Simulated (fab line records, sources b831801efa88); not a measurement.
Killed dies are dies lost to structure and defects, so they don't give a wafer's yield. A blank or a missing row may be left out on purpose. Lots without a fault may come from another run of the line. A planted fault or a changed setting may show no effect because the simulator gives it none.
A struck lot beside a sound one | flow sky130 | 34 steps out of a route of 708
Sound: wafers L669.2, L669.4, L669.5. Struck: wafers L658.2, L658.3, L658.5. The cause comes at the end.
At each step with rows: each side's tool, then ch and its chambers, then its first start. Under that, the readings that differ: sound wafers | struck wafers | difference of the means | sigmas: that difference in standard deviations of wafers without a fault.
alike: readings whose means differ by less than 2 such deviations, and words and numbers that are the same on both sides. not compared: withheld readings, readings that some wafer has no value for, bounds like >300 that may hide the same value, and numbers for which the record gives no deviation and whose values overlap.
The two part at a step that has a row with sigmas, a row that says differs or no value, or rows on one side only. Numbers that don't overlap but have no deviation are shown without sigmas and don't part them. A reading that every wafer of one side lacks parts them only if that side has two wafers or more.

first, 7 steps without rows for these wafers: SKY_SONOS_TUNNEL_DEVELOP_06 (develop time 57.16 s); SKY_SONOS_TUNNEL_IMPLANT_09; SKY_SONOS_TUNNEL_WET_ETCH_10 (etches SiO2 in dHF, target depth 14 nm, time 280 s); SKY_SONOS_TUNNEL_STRIP_11 (strips in SPM, time 600 s); SKY_SONOS_TUNNEL_CLEAN_13 (cleans in dHF, time 20 s); SKY_SONOS_ONO_OXIDATION_00 (stabilise 600 s, purge 300 s, target thk 2.6 nm); SKY_SONOS_ONO_CVD_02 (deposits Si3N4 from DCS/NH3, target thk 10.5 nm, time 180 s).
SKY_SONOS_ONO_CVD_04: deposits SiO2 from SiH4/N2O, target thk 5.7199 nm.
  sound on lpcvd-03 ch 1, day 17 16:41; struck on lpcvd-03 ch 1, day 14 06:31
  reading                                    | sound           | struck            | difference | sigmas
  model.SiO2_of_SONOS_ONO_CVD_04.thk_nm (nm) | 5.681 5.635 5.7 | 6.389 6.218 6.264 | +0.618     |
  alike: spike_tc_upper_C
SKY_SONOS_ONO_THK_MEAS_05:
  sound on film_metro-02, day 17 17:56; struck on film_metro-03, day 14 07:46
  reading                   | sound          | struck         | difference | sigmas
  SONOS_ONO_CVD_04_THK (nm) | 5.72 5.62 5.65 | 6.38 6.20 6.25 | +0.61      | +6
then, 23 steps without rows for these wafers: SKY_SONOS_ONO_DEHYDRATE_06 (time 60 s); SKY_SONOS_ONO_HMDS_07 (prime time 60 s); SKY_SONOS_ONO_COAT_08 (resist thk 1140 nm); SKY_SONOS_ONO_SOFTBAKE_09 (time 60 s); SKY_SONOS_ONO_EXPOSE_10 (exposes mask ONOM, target cd 410 nm); SKY_SONOS_ONO_PEB_11; SKY_SONOS_ONO_DEVELOP_12 (develop time 60 s); SKY_SONOS_ONO_ETCH_15 (etches the open film in CHF3/O2, target depth 19.52 nm, time 7.8 s); SKY_SONOS_ONO_WET_ETCH_16 (etches SiO2 in dHF, target depth 14 nm, time 280 s); SKY_SONOS_ONO_STRIP_17 (strips in O2/N2); SKY_SONOS_ONO_WET_ETCH_18 (etches Si3N4 in H3PO4, target depth 15 nm, time 172 s); SKY_GATE_OXIDE_CLEAN_00 (cleans in SC1/SC2, time 150 s); SKY_GATE_OXIDE_OXIDATION_01 (stabilise 600 s, purge 300 s, target thk 10.268 nm); SKY_GATE_OXIDE_DEHYDRATE_03 (time 60 s); SKY_GATE_OXIDE_HMDS_04 (prime time 60 s); SKY_GATE_OXIDE_COAT_05 (resist thk 1140 nm); SKY_GATE_OXIDE_SOFTBAKE_06 (time 60 s); SKY_GATE_OXIDE_EXPOSE_07 (exposes mask LVOM, target cd 600 nm); SKY_GATE_OXIDE_PEB_08; SKY_GATE_OXIDE_DEVELOP_09 (develop time 60 s); SKY_GATE_OXIDE_IMPLANT_11; SKY_GATE_OXIDE_WET_ETCH_12 (etches SiO2 in dHF, target depth 16.8 nm, time 336 s); SKY_GATE_OXIDE_STRIP_13 (strips in O2/N2).
-- the record jumps here: 3 days lie between the struck wafers' starts before and after --
SKY_GATE_OXIDE_CLEAN_15: cleans in SC1/SC2, time 150 s.
  sound on wet_bench-02 ch 1, day 20 08:13; struck on wet_bench-02 ch 2, day 16 20:37
  reading                                    | sound            | struck            | difference | sigmas
  model.SiO2_of_SONOS_ONO_CVD_04.thk_nm (nm) | 4.16 4.107 4.178 | 4.869 4.696 4.745 | +0.622     |
-- the record jumps here: 31 days lie between the struck wafers' starts before and after (it left off in module GATE_OXIDE and takes up again in module PAD_OPEN, whose first step shown is number 708 of the route) --
SKY_PAD_OPEN_PROBE_99:
  sound on prober-02, day 50 10:03; struck on prober-01, day 48 03:59
  reading                               | sound                | struck               | difference | sigmas
  model.etest.cap_ono.gate_log10_a_cm2  | -8.05 -7.827 -7.997  | -8.78 -8.492 -8.573  | -0.66      |
  model.etest.cap_ono.gate_bv_v (V)     | 16.41 16.09 16.44    | 17.36 17.16 17.13    | +0.90      |
  model.etest.cap_ono.tox_acc_nm (nm)   | 12.96 12.86 12.93    | 13.5 13.27 13.47     | +0.5       |
  model.etest.sonos_programmed.vt_v (V) | 1.415 1.526 1.416    | 1.149 1.257 1.159    | -0.264     |
  model.etest.sonos_erased.vt_v (V)     | -2.172 -2.272 -2.196 | -1.971 -2.108 -1.955 | +0.202     |
  model.etest.sonos_baked.vt_v (V)      | 0.9416 0.9968 0.9651 | 0.681 0.8108 0.7282  | -0.228     |
  alike: killed_at_M0_to_M3, killed_at_M4_up, killed_at_contacts, killed_at_front_end, killed_at_other, killed_dies, killed_open, killed_short
  not compared: model.etest.sonos_erased.drive_ua_um, model.etest.sonos_uncharged.r_on_ohm_um

WHERE THEY PART
Only at SKY_SONOS_ONO_THK_MEAS_05, within this record. Later steps at which nothing parts them and some readings are alike: SKY_PAD_OPEN_PROBE_99.

WHY: what the simulator had put in
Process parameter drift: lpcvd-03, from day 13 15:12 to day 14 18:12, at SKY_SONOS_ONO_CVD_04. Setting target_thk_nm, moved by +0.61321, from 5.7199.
